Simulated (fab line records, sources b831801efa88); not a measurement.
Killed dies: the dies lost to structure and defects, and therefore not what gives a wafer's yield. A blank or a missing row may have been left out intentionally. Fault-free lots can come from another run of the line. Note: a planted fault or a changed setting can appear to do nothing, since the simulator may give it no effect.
Commonality check across tools :: flow sky130 :: 12 lots, 42 wafers sampled

== WHY THIS WAS OPENED ==
2 of 12 lots carry a flag on the reading VT_ADJUST_NCORE_TW at SKY_VT_ADJUST_NCORE_TW_MEAS_11. Fault-free wafers read 219.2, with a standard deviation of 1.6.
Rule: flag the lot when none of its wafers has a number, or when each of its wafers that has one lies beyond 4 standard deviations from that mean. The rest of the lots are taken to be sound.

lot: L959
measured: day 9 07:35
on: film_metro-02
VT_ADJUST_NCORE_TW, wafer by wafer: 219.6 218.2 218.4
flag: 

lot: L961
measured: day 9 10:07
on: film_metro-03
VT_ADJUST_NCORE_TW, wafer by wafer: 220.9 220.1 221.6
flag: 

lot: L962
measured: day 9 22:01
on: film_metro-02
VT_ADJUST_NCORE_TW, wafer by wafer: 219.2 219.0 218.1
flag: 

lot: L966
measured: day 11 02:25
on: film_metro-02
VT_ADJUST_NCORE_TW, wafer by wafer: 219.2 220.6 219.2
flag: 

lot: L968
measured: day 11 18:35
on: film_metro-02
VT_ADJUST_NCORE_TW, wafer by wafer: 233.9 234.2 234.4 233.8 232.5 234.2
flag: FLAGGED

lot: L969
measured: day 11 20:58
on: film_metro-03
VT_ADJUST_NCORE_TW, wafer by wafer: 221.6 220.2 219.8
flag: 

lot: L972
measured: day 13 07:07
on: film_metro-02
VT_ADJUST_NCORE_TW, wafer by wafer: 233.2 233.4 234.7 232.9 234.9 232.8
flag: FLAGGED

lot: L977
measured: day 14 13:40
on: film_metro-02
VT_ADJUST_NCORE_TW, wafer by wafer: 218.8 217.7 219.0
flag: 

lot: L978
measured: day 14 17:49
on: film_metro-01
VT_ADJUST_NCORE_TW, wafer by wafer: 215.0 214.8 215.3
flag: 

lot: L979
measured: day 15 09:22
on: film_metro-03
VT_ADJUST_NCORE_TW, wafer by wafer: 219.6 218.3 219.3
flag: 

lot: L980
measured: day 15 11:13
on: film_metro-01
VT_ADJUST_NCORE_TW, wafer by wafer: 214.7 217.0 217.2
flag: 

lot: L981
measured: day 15 19:16
on: film_metro-02
VT_ADJUST_NCORE_TW, wafer by wafer: 220.5 221.5 219.6
flag: 
The mean of the flagged lots' numbers is 233.7, +14.5 from the usual (+9 standard deviations).

== TOOL THAT RAN EACH LOT ==
The record keeps 1 process step preceding the reading, out of 708 steps on the route. Every cell lists first the tool, next ch and the chambers used by the sampled wafers, and last the start.
lot: L959
flag: 
SKY_VT_ADJUST_NCORE_IMPLANT_09: implanter-01 ch 0, day 9 07:20

lot: L961
flag: 
SKY_VT_ADJUST_NCORE_IMPLANT_09: implanter-01 ch 0, day 9 09:53

lot: L962
flag: 
SKY_VT_ADJUST_NCORE_IMPLANT_09: implanter-01 ch 0, day 9 21:46

lot: L966
flag: 
SKY_VT_ADJUST_NCORE_IMPLANT_09: implanter-03 ch 0, day 11 02:10

lot: L968
flag: FLAGGED
SKY_VT_ADJUST_NCORE_IMPLANT_09: implanter-01 ch 0, day 11 18:20

lot: L969
flag: 
SKY_VT_ADJUST_NCORE_IMPLANT_09: implanter-04 ch 0, day 11 20:43

lot: L972
flag: FLAGGED
SKY_VT_ADJUST_NCORE_IMPLANT_09: implanter-01 ch 0, day 13 06:52

lot: L977
flag: 
SKY_VT_ADJUST_NCORE_IMPLANT_09: implanter-03 ch 0, day 14 13:25

lot: L978
flag: 
SKY_VT_ADJUST_NCORE_IMPLANT_09: implanter-03 ch 0, day 14 17:35

lot: L979
flag: 
SKY_VT_ADJUST_NCORE_IMPLANT_09: implanter-03 ch 0, day 15 09:09

lot: L980
flag: 
SKY_VT_ADJUST_NCORE_IMPLANT_09: implanter-01 ch 0, day 15 10:58

lot: L981
flag: 
SKY_VT_ADJUST_NCORE_IMPLANT_09: implanter-04 ch 0, day 15 19:01
What is done by these steps:
- SKY_VT_ADJUST_NCORE_IMPLANT_09
- SKY_VT_ADJUST_NCORE_TW_MEAS_11

== FLAGGED OVER TOTAL, TOOL BY TOOL (the gauges that took the reading come last) ==
step: SKY_VT_ADJUST_NCORE_IMPLANT_09
tool: implanter-01
lots run: 6
flagged: 2
share of the flagged lots: all
sound lots run after its first flagged lot: 1 (L980)

step: SKY_VT_ADJUST_NCORE_IMPLANT_09
tool: implanter-03
lots run: 4
flagged: 0
share of the flagged lots: none
sound lots run after its first flagged lot: -

step: SKY_VT_ADJUST_NCORE_IMPLANT_09
tool: implanter-04
lots run: 2
flagged: 0
share of the flagged lots: none
sound lots run after its first flagged lot: -

step: SKY_VT_ADJUST_NCORE_TW_MEAS_11
tool: film_metro-01
lots run: 2
flagged: 0
share of the flagged lots: none
sound lots run after its first flagged lot: -

step: SKY_VT_ADJUST_NCORE_TW_MEAS_11
tool: film_metro-02
lots run: 7
flagged: 2
share of the flagged lots: all
sound lots run after its first flagged lot: 2 (L977,L981)

step: SKY_VT_ADJUST_NCORE_TW_MEAS_11
tool: film_metro-03
lots run: 3
flagged: 0
share of the flagged lots: none
sound lots run after its first flagged lot: -

== WHAT THE TABLE ALLOWS ==
Every flagged lot went through 2 rows of the table: implanter-01 at SKY_VT_ADJUST_NCORE_IMPLANT_09 and film_metro-02 at SKY_VT_ADJUST_NCORE_TW_MEAS_11.
- implanter-01 at SKY_VT_ADJUST_NCORE_IMPLANT_09: 2 of its 6 lots flagged. Sound lots ran on it after the first flagged one (L980), which a lasting fault on the whole tool wouldn't allow. Its own readings (beam_on_s, faraday_current_uA) fall more than 4 standard deviations out on all wafers of the flagged lots.
- film_metro-02 at SKY_VT_ADJUST_NCORE_TW_MEAS_11: 2 of its 7 lots flagged. Sound lots ran on it after the first flagged one (L977, L981), which a lasting fault on the whole tool wouldn't allow.
There is no row in the table that ran each flagged lot and no sound lot after the first.

== WHAT THE SIMULATOR HAD INSERTED ==
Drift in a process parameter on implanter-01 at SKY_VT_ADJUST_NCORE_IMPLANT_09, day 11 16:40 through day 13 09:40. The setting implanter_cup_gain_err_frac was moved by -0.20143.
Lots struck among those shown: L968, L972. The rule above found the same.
